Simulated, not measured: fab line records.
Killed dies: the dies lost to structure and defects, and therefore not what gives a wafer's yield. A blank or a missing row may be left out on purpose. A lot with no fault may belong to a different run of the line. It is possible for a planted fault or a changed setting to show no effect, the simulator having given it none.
fab line records + flow sky130
record
- lots=6
- wafers=18
- lastDay=50
route steps=708 shown RES_XHIGH@339 SD_N@342 PAD_OPEN@708
lots that met no fault: from a run of the same line without faults
startH: start of the lot's first displayed wafer, in hours after the record's first day + waitH: hours elapsed since this lot's preceding step + " identical to the entry in the row above + L1.1+2: a single row standing in for several wafers + - value missing, or start not given + * or withheld: withheld + < > ~ a bound
route shown NAME@n: NAME is a module with steps in the file, n the number in the route of the first one + usual: average and standard deviation across the fault-free wafers + same: alike in all rows + chamber/n: place in a boat + sites: per-site readings + _std_site: their standard deviation + _edge_site: mean of outer sites minus mean of inner sites + radiusMm: for every site, how far away it sits from the centre of the wafer + mask NAME#n: copy n + behind: the most recent tool/chamber to have shaped the wafer + hold: why the lot went on hold/how many hours it stayed there/how the hold came to an end + device: which transistor (n, p or np) failed to switch + end of line: the tests these same wafers got at the end of their route + a step given without rows: its recipe and nothing more + killed: at the first sort, the dies lost to defects and structure; wafer yield is something else + map: per-die view of a wafer (x killed, . not killed, _ where there is no die)
set.NAME: setting as actually run; set.NAME@STEP: the setting as run at that earlier step + model.NAME: the simulator's own value behind a step, which no gauge read
lots at selected steps of the route; one table per step, one row per wafer
services: the hour from which a tool's chamber was out of use, counted from the record's first day as startH (under 0 if before that day), plus the number of hours and why
## steps
# step SKY_RES_XHIGH_IMPLANT_07
# recipe
- species=BF2
- energyKev=20
- doseCm2=3.6e+14
- tiltDeg=0
# step SKY_RES_XHIGH_STRIP_08
# recipe
- chemistry=O2/N2
- powerW=1400
- pressureMtorr=1500
- platenTempC=withheld
- o2FlowSccm=3000
- n2FlowSccm=300
- overashFraction=0.5
# usual
- drypumpMotorCurrentA=5.6/0.42
- o2FlowSccm=3002/9.7
- oesProductAu=0.710/0.0048
- stripTimeToEndpointS=14.29/0.035
| lot.wafer | tool           | chamber | startH | waitH | drypumpMotorCurrentA | o2FlowSccm | oesProductAu | rfHoursCounterH | stripTimeToEndpointS |
|-----------|----------------|---------|--------|-------|----------------------|------------|--------------|-----------------|----------------------|
| L364.1    | plasmaAsher-01 | 0       | 620.44 | 0.1   | 5.5                  | 2985       | 0.719        | 45              | 14.30                |
| L364.2    | "              | 1       | "      | "     | 5.2                  | 2998       | 0.721        | 45              | 14.29                |
| L364.6    | "              | 0       | "      | "     | 5.5                  | 2996       | 0.705        | -               | 14.27                |
| L372.4    | plasmaAsher-02 | 0       | 699.43 | 0.1   | 6.0                  | 3003       | 0.710        | -               | 14.27                |
| L372.5    | "              | 1       | "      | "     | 6.1                  | 2997       | 0.711        | -               | 14.30                |
| L372.6    | "              | 0       | "      | "     | 6.0                  | 2993       | 0.708        | -               | 14.30                |
| L375.1    | plasmaAsher-01 | 0       | 730.15 | 0.1   | 5.5                  | 3002       | 0.712        | 57              | 14.31                |
| L375.2    | "              | 1       | "      | "     | 5.2                  | 3002       | 0.709        | 57              | 14.33                |
| L375.3    | "              | 1       | "      | "     | 5.2                  | 2998       | 0.714        | -               | 14.24                |
| L378.4    | plasmaAsher-02 | 0       | 740.09 | 0.1   | 5.9                  | 2993       | 0.715        | -               | 14.30                |
| L378.5    | "              | 0       | "      | "     | 6.0                  | 2995       | 0.715        | -               | 14.29                |
| L378.6    | "              | 1       | "      | "     | 6.1                  | 3013       | 0.714        | -               | 14.24                |
| L382.2    | plasmaAsher-01 | 1       | 763.69 | 0.1   | 5.2                  | 3009       | 0.707        | 60              | 14.26                |
| L382.3    | "              | 0       | "      | "     | 5.5                  | 2987       | 0.716        | -               | 14.27                |
| L382.4    | "              | 1       | "      | "     | 5.2                  | 2993       | 0.708        | -               | 14.33                |
| L386.1    | plasmaAsher-02 | 1       | 797.46 | 0.1   | 6.1                  | 2997       | 0.707        | 103             | 14.27                |
| L386.2    | "              | 0       | "      | "     | 6.0                  | 2994       | 0.715        | 103             | 14.26                |
| L386.5    | "              | 0       | "      | "     | 6.0                  | 2993       | 0.710        | -               | 14.31                |
# step SKY_RES_XHIGH_TW_MEAS_09
# usual
- RES_XHIGH_TW=1640/18
| lot.wafer | tool         | chamber | startH | waitH | RES_XHIGH_TW |
|-----------|--------------|---------|--------|-------|--------------|
| L364.1    | filmMetro-04 | -       | 620.54 | 0.1   | 1664         |
| L364.2    | "            | -       | "      | "     | 1653         |
| L364.6    | "            | -       | "      | "     | 1666         |
| L372.4    | filmMetro-04 | -       | 699.53 | 0.1   | 1656         |
| L372.5    | "            | -       | "      | "     | 1656         |
| L372.6    | "            | -       | "      | "     | 1661         |
| L375.1    | filmMetro-04 | -       | 730.25 | 0.1   | 1637         |
| L375.2    | "            | -       | "      | "     | 1644         |
| L375.3    | "            | -       | "      | "     | 1642         |
| L378.4    | filmMetro-02 | -       | 740.19 | 0.1   | 1622         |
| L378.5    | "            | -       | "      | "     | 1618         |
| L378.6    | "            | -       | "      | "     | 1618         |
| L382.2    | filmMetro-02 | -       | 763.80 | 0.1   | 1618         |
| L382.3    | "            | -       | "      | "     | 1612         |
| L382.4    | "            | -       | "      | "     | 1625         |
| L386.1    | filmMetro-04 | -       | 797.56 | 0.1   | 1652         |
| L386.2    | "            | -       | "      | "     | 1657         |
| L386.5    | "            | -       | "      | "     | 1650         |
# step SKY_SD_N_DEHYDRATE_00
# recipe
- tempC=200
- timeS=60
# step SKY_SD_N_HMDS_01
# recipe
- primeTimeS=60
- primeTempC=120
# step SKY_SD_N_COAT_02
# recipe
- resist=NOVOLAK
- spinRpm=3000
- resistThkNm=1140
# step SKY_SD_N_SOFTBAKE_03
# recipe
- tempC=90
- timeS=60
- resist=NOVOLAK
# step SKY_SD_N_EXPOSE_04
# recipe
- maskId=NSDM
- na=0.6
- sourceShape=conventional
- sigmaOuter=0.6
- polarization=unpolarized
- targetCdNm=380
- doseMj=141
# step SKY_SD_N_PEB_05
# recipe
- tempC=withheld
- timeS=*
- resist=NOVOLAK
# step SKY_SD_N_DEVELOP_06
# recipe
- resist=NOVOLAK
- developer=TMAH
- developTimeS=60
- devTempC=23
# step SKY_SD_N_CD_MEAS_07
# recipe
- targetCdNm=380
# usual
- cdNm=379.8/2.1
| lot.wafer | tool     | chamber | startH | waitH | cdNm  |
|-----------|----------|---------|--------|-------|-------|
| L364.1    | cdSem-01 | -       | 647.04 | 0.1   | 380.2 |
| L364.2    | "        | -       | "      | "     | 380.7 |
| L364.6    | "        | -       | "      | "     | 379.6 |
| L372.4    | cdSem-02 | -       | 727.65 | 0.1   | 378.7 |
| L372.5    | "        | -       | "      | "     | 379.6 |
| L372.6    | "        | -       | "      | "     | 377.7 |
| L375.1    | cdSem-01 | -       | 757.81 | 0.1   | 376.9 |
| L375.2    | "        | -       | "      | "     | 379.8 |
| L375.3    | "        | -       | "      | "     | 377.1 |
| L378.4    | cdSem-01 | -       | 766.85 | 0.1   | 380.3 |
| L378.5    | "        | -       | "      | "     | 383.1 |
| L378.6    | "        | -       | "      | "     | 380.5 |
| L382.2    | cdSem-02 | -       | 789.91 | 0.1   | 376.1 |
| L382.3    | "        | -       | "      | "     | 377.8 |
| L382.4    | "        | -       | "      | "     | 381.4 |
| L386.1    | cdSem-01 | -       | 823.49 | 0.1   | 381.8 |
| L386.2    | "        | -       | "      | "     | 381.0 |
| L386.5    | "        | -       | "      | "     | 382.9 |
# step SKY_SD_N_OVL_MEAS_08
# usual
- SD_N_OVL=-0.8/1.2
| lot.wafer | tool       | chamber | startH | waitH | SD_N_OVL[nm] |
|-----------|------------|---------|--------|-------|--------------|
| L364.1    | overlay-02 | -       | 647.16 | 0.1   | -0.7         |
| L364.2    | "          | -       | "      | "     | 0.0          |
| L364.6    | "          | -       | "      | "     | -1.7         |
| L372.4    | overlay-02 | -       | 727.73 | 0.1   | -0.7         |
| L372.5    | "          | -       | "      | "     | 0.1          |
| L372.6    | "          | -       | "      | "     | -1.2         |
| L375.1    | overlay-02 | -       | 757.93 | 0.1   | -0.4         |
| L375.2    | "          | -       | "      | "     | 0.2          |
| L375.3    | "          | -       | "      | "     | -0.4         |
| L378.4    | overlay-01 | -       | 766.93 | 0.1   | -0.6         |
| L378.5    | "          | -       | "      | "     | -1.3         |
| L378.6    | "          | -       | "      | "     | 0.2          |
| L382.2    | overlay-02 | -       | 790.01 | 0.1   | -2.7         |
| L382.3    | "          | -       | "      | "     | -3.6         |
| L382.4    | "          | -       | "      | "     | -2.5         |
| L386.1    | overlay-01 | -       | 823.61 | 0.1   | -1.0         |
| L386.2    | "          | -       | "      | "     | -0.9         |
| L386.5    | "          | -       | "      | "     | -0.1         |
# step SKY_SD_N_IMPLANT_09
# recipe
- species=As
- energyKev=50
- doseCm2=4e+15
- tiltDeg=0
# usual
- beamEnergyKeV=50.001/0.017
| lot.wafer | tool         | chamber | startH | waitH | beamEnergyKeV | model.implant.rpNm | model.implant.drpNm |
|-----------|--------------|---------|--------|-------|---------------|--------------------|---------------------|
| L364.1    | implanter-03 | 0       | 647.19 | 0.0   | 50.016        | 33.17              | 14.11               |
| L364.2    | "            | 0       | "      | "     | 50.010        | 33.17              | 14.11               |
| L364.6    | "            | 0       | "      | "     | 50.007        | 33.17              | 14.11               |
| L372.4    | implanter-03 | 0       | 727.82 | 0.1   | 50.010        | 31.61              | 14.11               |
| L372.5    | "            | 0       | "      | "     | 50.002        | 31.61              | 14.11               |
| L372.6    | "            | 0       | "      | "     | 49.975        | 31.61              | 14.11               |
| L375.1    | implanter-03 | 0       | 757.96 | 0.0   | 37.548        | 26.55              | 11.4                |
| L375.2    | "            | 0       | "      | "     | 37.571        | 26.55              | 11.4                |
| L375.3    | "            | 0       | "      | "     | 37.544        | 26.55              | 11.4                |
| L378.4    | implanter-03 | 0       | 767.02 | 0.1   | 37.518        | 26.49              | 11.4                |
| L378.5    | "            | 0       | "      | "     | 37.543        | 26.49              | 11.4                |
| L378.6    | "            | 0       | "      | "     | 37.559        | 26.49              | 11.4                |
| L382.2    | implanter-04 | 0       | 790.07 | 0.0   | 49.999        | 33                 | 14.11               |
| L382.3    | "            | 0       | "      | "     | 50.006        | 33                 | 14.11               |
| L382.4    | "            | 0       | "      | "     | 49.991        | 33                 | 14.11               |
| L386.1    | implanter-02 | 0       | 823.64 | 0.0   | 50.016        | 32.14              | 14.11               |
| L386.2    | "            | 0       | "      | "     | 49.978        | 32.14              | 14.11               |
| L386.5    | "            | 0       | "      | "     | 49.993        | 32.14              | 14.11               |
# step SKY_SD_N_IMPLANT_10
# recipe
- species=P
- energyKev=20.2
- doseCm2=1e+14
- tiltDeg=0
# step SKY_SD_N_STRIP_11
# recipe
- chemistry=O2/N2
- powerW=1400
- pressureMtorr=1500
- platenTempC=withheld
- o2FlowSccm=3000
- n2FlowSccm=300
- overashFraction=0.5
# usual
- drypumpMotorCurrentA=5.7/0.36
- o2FlowSccm=3002/8.8
- oesProductAu=0.528/0.0046
- stripTimeToEndpointS=22.57/0.036
| lot.wafer | tool           | chamber | startH | waitH | drypumpMotorCurrentA | o2FlowSccm | oesProductAu | rfHoursCounterH | stripTimeToEndpointS |
|-----------|----------------|---------|--------|-------|----------------------|------------|--------------|-----------------|----------------------|
| L364.1    | plasmaAsher-04 | 0       | 647.49 | 0.1   | 5.3                  | 2989       | 0.535        | 22              | 22.54                |
| L364.2    | "              | 1       | "      | "     | 5.6                  | 3010       | 0.526        | 22              | 22.57                |
| L364.6    | "              | 1       | "      | "     | 5.6                  | 3005       | 0.537        | -               | 22.53                |
| L372.4    | plasmaAsher-04 | 1       | 728.08 | 0.1   | 5.6                  | 3014       | 0.531        | -               | 22.52                |
| L372.5    | "              | 1       | "      | "     | 5.7                  | 2988       | 0.528        | -               | 22.52                |
| L372.6    | "              | 0       | "      | "     | 5.3                  | 3005       | 0.517        | -               | 22.52                |
| L375.1    | plasmaAsher-02 | 0       | 758.26 | 0.1   | 6.0                  | 2994       | 0.550        | 99              | 20.70                |
| L375.2    | "              | 1       | "      | "     | 6.1                  | 2997       | 0.546        | 99              | 20.72                |
| L375.3    | "              | 0       | "      | "     | 6.0                  | 3012       | 0.559        | -               | 20.71                |
| L378.4    | plasmaAsher-04 | 1       | 767.28 | 0.1   | 5.6                  | 2994       | 0.550        | -               | 20.73                |
| L378.5    | "              | 1       | "      | "     | 5.6                  | 2994       | 0.561        | -               | 20.70                |
| L378.6    | "              | 0       | "      | "     | 5.3                  | 3004       | 0.562        | -               | 20.75                |
| L382.2    | plasmaAsher-01 | 0       | 790.34 | 0.1   | 5.6                  | 2999       | 0.520        | 63              | 22.58                |
| L382.3    | "              | 1       | "      | "     | 5.2                  | 3000       | 0.527        | -               | 22.58                |
| L382.4    | "              | 0       | "      | "     | 5.5                  | 3005       | 0.533        | -               | 22.58                |
| L386.1    | plasmaAsher-02 | 0       | 823.94 | 0.1   | 6.0                  | 3012       | 0.526        | 107             | 22.58                |
| L386.2    | "              | 1       | "      | "     | 6.1                  | 2988       | 0.525        | 107             | 22.60                |
| L386.5    | "              | 0       | "      | "     | 6.0                  | 3004       | 0.522        | -               | 22.59                |
# step SKY_SD_N_TW_MEAS_12
# usual
- SD_N_TW=3985/50
| lot.wafer | tool         | chamber | startH | waitH | hold                    | SD_N_TW |
|-----------|--------------|---------|--------|-------|-------------------------|---------|
| L364.1    | filmMetro-04 | -       | 647.59 | 0.1   | -                       | 4048    |
| L364.2    | "            | -       | "      | "     | -                       | 4040    |
| L364.6    | "            | -       | "      | "     | -                       | 4038    |
| L372.4    | filmMetro-02 | -       | 728.17 | 0.1   | -                       | 3904    |
| L372.5    | "            | -       | "      | "     | -                       | 3899    |
| L372.6    | "            | -       | "      | "     | -                       | 3921    |
| L375.1    | filmMetro-02 | -       | 758.36 | 0.1   | awaitDispo/0.2h/release | 3681    |
| L375.2    | "            | -       | "      | "     | awaitDispo/0.2h/release | 3658    |
| L375.3    | "            | -       | "      | "     | awaitDispo/0.2h/release | 3680    |
| L375.1    | filmMetro-02 | -       | 758.59 | 0.2   | -                       | 3663    |
| L375.2    | "            | -       | "      | "     | -                       | 3662    |
| L375.3    | "            | -       | "      | "     | -                       | 3667    |
| L378.4    | filmMetro-03 | -       | 767.37 | 0.1   | awaitDispo/0.2h/release | 3736    |
| L378.5    | "            | -       | "      | "     | awaitDispo/0.2h/release | 3717    |
| L378.6    | "            | -       | "      | "     | awaitDispo/0.2h/release | 3734    |
| L378.4    | filmMetro-03 | -       | 767.60 | 0.2   | -                       | 3717    |
| L378.5    | "            | -       | "      | "     | -                       | 3718    |
| L378.6    | "            | -       | "      | "     | -                       | 3707    |
| L382.2    | filmMetro-04 | -       | 790.45 | 0.1   | -                       | 4032    |
| L382.3    | "            | -       | "      | "     | -                       | 4023    |
| L382.4    | "            | -       | "      | "     | -                       | 4036    |
| L386.1    | filmMetro-02 | -       | 824.04 | 0.1   | -                       | 3908    |
| L386.2    | "            | -       | "      | "     | -                       | 3898    |
| L386.5    | "            | -       | "      | "     | -                       | 3921    |
# step SKY_SD_N_RTA_14
# recipe
- tempC=1075
- timeS=2
- idleTempC=650
- rampUpCPerS=150
- rampDownCPerS=90
- ambient=N2
# usual
- lampPowerPct=15.73/0.049
- wafer_temp_C_max=1078.0/1.3
| lot.wafer | tool         | chamber | startH | waitH | lampPowerPct | wafer_temp_C_max |
|-----------|--------------|---------|--------|-------|--------------|------------------|
| L364.1    | rtpAnneal-02 | 0       | 647.70 | 0.0   | 15.69        | 1077.3           |
| L364.2    | "            | 0       | "      | "     | 15.67        | 1078.3           |
| L364.6    | "            | 0       | "      | "     | 15.74        | 1080.0           |
| L372.4    | rtpAnneal-02 | 0       | 728.28 | 0.0   | 15.76        | 1077.2           |
| L372.5    | "            | 0       | "      | "     | 15.73        | 1078.6           |
| L372.6    | "            | 0       | "      | "     | 15.73        | 1077.1           |
| L375.1    | rtpAnneal-01 | 0       | 760.08 | 0.0   | 15.79        | 1078.0           |
| L375.2    | "            | 0       | "      | "     | 15.71        | 1073.9           |
| L375.3    | "            | 0       | "      | "     | 15.76        | 1078.2           |
| L378.4    | rtpAnneal-02 | 0       | 771.43 | 0.0   | 15.71        | 1076.5           |
| L378.5    | "            | 0       | "      | "     | 15.76        | 1076.6           |
| L378.6    | "            | 0       | "      | "     | 15.80        | 1078.4           |
| L382.2    | rtpAnneal-02 | 0       | 790.56 | 0.0   | 15.67        | 1077.5           |
| L382.3    | "            | 0       | "      | "     | 15.75        | 1076.8           |
| L382.4    | "            | 0       | "      | "     | 15.72        | 1076.5           |
| L386.1    | rtpAnneal-02 | 0       | 824.15 | 0.0   | 15.67        | 1078.2           |
| L386.2    | "            | 0       | "      | "     | 15.69        | 1077.1           |
| L386.5    | "            | 0       | "      | "     | 15.77        | 1078.1           |
# step SKY_SD_N_RS_MEAS_16
# recipe
- thkMeasGauge=four-point-probe
# usual
- SD_N_RS=68.54/0.13
| lot.wafer | tool         | chamber | startH | waitH | hold                    | SD_N_RS[ohm/sq] |
|-----------|--------------|---------|--------|-------|-------------------------|-----------------|
| L364.1    | filmMetro-04 | -       | 647.93 | 0.1   | -                       | 68.50           |
| L364.2    | "            | -       | "      | "     | -                       | 68.34           |
| L364.6    | "            | -       | "      | "     | -                       | 68.59           |
| L372.4    | filmMetro-03 | -       | 728.49 | 0.1   | -                       | 68.52           |
| L372.5    | "            | -       | "      | "     | -                       | 68.43           |
| L372.6    | "            | -       | "      | "     | -                       | 68.48           |
| L375.1    | filmMetro-04 | -       | 760.33 | 0.2   | awaitDispo/0.2h/release | 78.55           |
| L375.2    | "            | -       | "      | "     | awaitDispo/0.2h/release | 78.51           |
| L375.3    | "            | -       | "      | "     | awaitDispo/0.2h/release | 78.51           |
| L375.1    | filmMetro-04 | -       | 760.63 | 0.3   | -                       | 78.30           |
| L375.2    | "            | -       | "      | "     | -                       | 78.56           |
| L375.3    | "            | -       | "      | "     | -                       | 78.48           |
| L378.4    | filmMetro-04 | -       | 771.63 | 0.1   | awaitDispo/0.2h/release | 78.51           |
| L378.5    | "            | -       | "      | "     | awaitDispo/0.2h/release | 78.55           |
| L378.6    | "            | -       | "      | "     | awaitDispo/0.2h/release | 78.66           |
| L378.4    | filmMetro-04 | -       | 771.97 | 0.3   | -                       | 78.43           |
| L378.5    | "            | -       | "      | "     | -                       | 78.57           |
| L378.6    | "            | -       | "      | "     | -                       | 78.50           |
| L382.2    | filmMetro-02 | -       | 790.75 | 0.1   | -                       | 68.60           |
| L382.3    | "            | -       | "      | "     | -                       | 68.52           |
| L382.4    | "            | -       | "      | "     | -                       | 68.63           |
| L386.1    | filmMetro-04 | -       | 824.33 | 0.1   | -                       | 68.36           |
| L386.2    | "            | -       | "      | "     | -                       | 68.27           |
| L386.5    | "            | -       | "      | "     | -                       | 68.28           |
# step SKY_PAD_OPEN_PROBE_99
# usual
- defectLimitedYield=81.8/2
- killed_at_M0_to_M3=44/7.5
- killed_at_M4_up=3.3/1.8
- killedAtContacts=25/5.9
- killedAtFrontEnd=16/4.7
- killedAtOther=0.3/0.52
- killedDies=89/9.9
- killedOpen=49/7.8
- killedShort=40/5.8
- sort_bin_3_pad_short=0.9/0.43
- sort_bin_5_function=10.8/1.5
- sort_bin_6_memory=6.4/1.1
- sortNPass=403/9.9
- sortYieldPct=81.8/2
# same
- grossDies=492
- killedAtBackSide=0
- sort_bin_4_leakage[%]=0
- sort_bin_8_speed[%]=0
| lot.wafer | tool      | chamber | startH  | waitH | defectLimitedYield[%] | killed_at_M0_to_M3 | killed_at_M4_up | killedAtContacts | killedAtFrontEnd | killedAtOther | killedDies | killedOpen | killedShort | sort_bin_3_pad_short[%] | sort_bin_5_function[%] | sort_bin_6_memory[%] | sortNPass | sortYieldPct[%] |
|-----------|-----------|---------|---------|-------|-----------------------|--------------------|-----------------|------------------|------------------|---------------|------------|------------|-------------|-------------------------|------------------------|----------------------|-----------|-----------------|
| L364.1    | prober-01 | -       | 1077.16 | 0.1   | 80.7                  | 40                 | 2               | 31               | 21               | 1             | 95         | 60         | 35          | 0.6                     | 12.8                   | 5.9                  | 397       | 80.7            |
| L364.2    | prober-01 | -       | 1077.21 | 0.1   | 76.8                  | 61                 | 2               | 23               | 28               | 0             | 114        | 62         | 52          | 0.8                     | 16.3                   | 6.1                  | 378       | 76.8            |
| L364.6    | prober-01 | -       | 1077.41 | 0.2   | 80.9                  | 39                 | 6               | 26               | 22               | 1             | 94         | 48         | 46          | 0.4                     | 13.8                   | 4.9                  | 398       | 80.9            |
| L386.1    | prober-01 | -       | 1197.64 | 0.1   | 82.7                  | 41                 | 0               | 32               | 11               | 1             | 85         | 44         | 41          | 1.0                     | 10.0                   | 6.3                  | 407       | 82.7            |
| L386.2    | prober-01 | -       | 1197.69 | 0.1   | 85.8                  | 35                 | 2               | 13               | 20               | 0             | 70         | 39         | 30          | 0.6                     | 8.5                    | 5.1                  | 422       | 85.8            |
| L386.5    | prober-01 | -       | 1197.84 | 0.2   | 84.1                  | 40                 | 6               | 20               | 12               | 0             | 78         | 44         | 34          | 0.4                     | 8.9                    | 6.5                  | 414       | 84.1            |
# killed by level:class
L364.1 CONTACT:geometricParticle:open=15 VIA1:geometricParticle:open=13 FIELD_ISO:geometricParticle:open=7 CONTACT:geometricParticle:short=7 VIA2:geometricParticle:open=6 VIA1:geometricParticle:short=5 POLY_GATE:geometricParticle:open=4 LI_CONTACT:geometricParticle:open=4
L364.2 VIA1:geometricParticle:open=13 VIA2:geometricParticle:open=10 FIELD_ISO:geometricParticle:short=8 POLY_GATE:geometricParticle:open=8 CONTACT:geometricParticle:open=8 VIA3:geometricParticle:open=7 METAL3:geometricParticle:short=6 LI_CONTACT:geometricParticle:open=5
L364.6 VIA1:geometricParticle:open=11 CONTACT:geometricParticle:open=8 CONTACT:geometricParticle:short=7 VIA2:geometricParticle:open=7 FIELD_ISO:geometricParticle:short=5 POLY_GATE:geometricParticle:open=5 POLY_GATE:geometricParticle:short=5 LI_CONTACT:geometricParticle:open=5
L386.1 CONTACT:geometricParticle:short=12 CONTACT:geometricParticle:open=11 VIA1:geometricParticle:open=8 VIA3:geometricParticle:open=8 LI_CONTACT:geometricParticle:open=6 METAL1:geometricParticle:short=6 POLY_GATE:geometricParticle:short=5 METAL2:geometricParticle:short=5
L386.2 VIA1:geometricParticle:open=12 FIELD_ISO:geometricParticle:open=6 FIELD_ISO:geometricParticle:short=6 LI_CONTACT:geometricParticle:open=6 VIA1:geometricParticle:short=5 METAL2:geometricParticle:short=4 VIA3:geometricParticle:open=4 METAL1:geometricParticle:short=3
L386.5 VIA2:geometricParticle:open=7 VIA1:geometricParticle:open=6 LI_CONTACT:geometricParticle:open=6 VIA3:geometricParticle:open=6 CONTACT:geometricParticle:short=5 METAL2:geometricParticle:short=5 LOCAL_INTERCONNECT:geometricParticle:short=4 CONTACT:geometricParticle:open=4
## services
| tool           | chamber | startH | hours | kind   |
|----------------|---------|--------|-------|--------|
| implanter-04   | -       | 624.28 | 4.2   | pm     |
| implanter-04   | -       | 646.66 | 6.2   | pm     |
| plasmaAsher-02 | -       | 680.40 | 2.8   | pm     |
| implanter-03   | -       | 691.05 | 3.7   | pm     |
| plasmaAsher-04 | -       | 700.29 | 14.6  | pm     |
| implanter-03   | -       | 700.85 | 9.4   | repair |
| implanter-04   | -       | 720.41 | 3.2   | repair |
| rtpAnneal-02   | -       | 755.95 | 3.9   | pm     |
| plasmaAsher-02 | -       | 757.55 | 0.7   | repair |
| implanter-02   | -       | 779.26 | 3.4   | pm     |
| plasmaAsher-01 | -       | 810.50 | 2.8   | pm     |
| implanter-02   | -       | 812.09 | 2.7   | repair |
## key
firstSign
- step=SKY_SD_N_IMPLANT_09
- reading=beamEnergyKeV
- direction=down
- sigmas=99+
- usual=*
- struck=*
effect
- step=SKY_SD_N_STRIP_11
- reading=stripTimeToEndpointS
- direction=down
- sigmas=51
- usual=*
- struck=*
effect
- step=SKY_SD_N_TW_MEAS_12
- reading=visit
- direction=added
effect
- step=SKY_SD_N_TW_MEAS_12
- reading=SD_N_TW
- direction=down
- sigmas=5.7
- usual=3985
- struck=3701
effect
- step=SKY_SD_N_RS_MEAS_16
- reading=visit
- direction=added
effect
- step=SKY_SD_N_RS_MEAS_16
- reading=SD_N_RS
- direction=up
- sigmas=80
- usual=68.54
- struck=78.55
modelEffect
- step=SKY_SD_N_IMPLANT_09
- value=implant.rpNm
- without=33.37
- struck=26.52
metAt SKY_SD_N_IMPLANT_09
struckWafers L375.1,L375.2,L375.3,L378.4,L378.5,L378.6
scrappedBehind SKY_SD_N_RS_MEAS_16 L375.1,L375.2,L375.3,L378.4,L378.5,L378.6
onsetBetween 727.82 757.96
fault
- kind=processParameterDrift
- tool=implanter-03
- chamber=-
- onsetH=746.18
- steps=SKY_SD_N_IMPLANT_09
- channel=energyKev
- offset=*
- shape=step
- endH=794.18
- actsIn=*
- stated=*
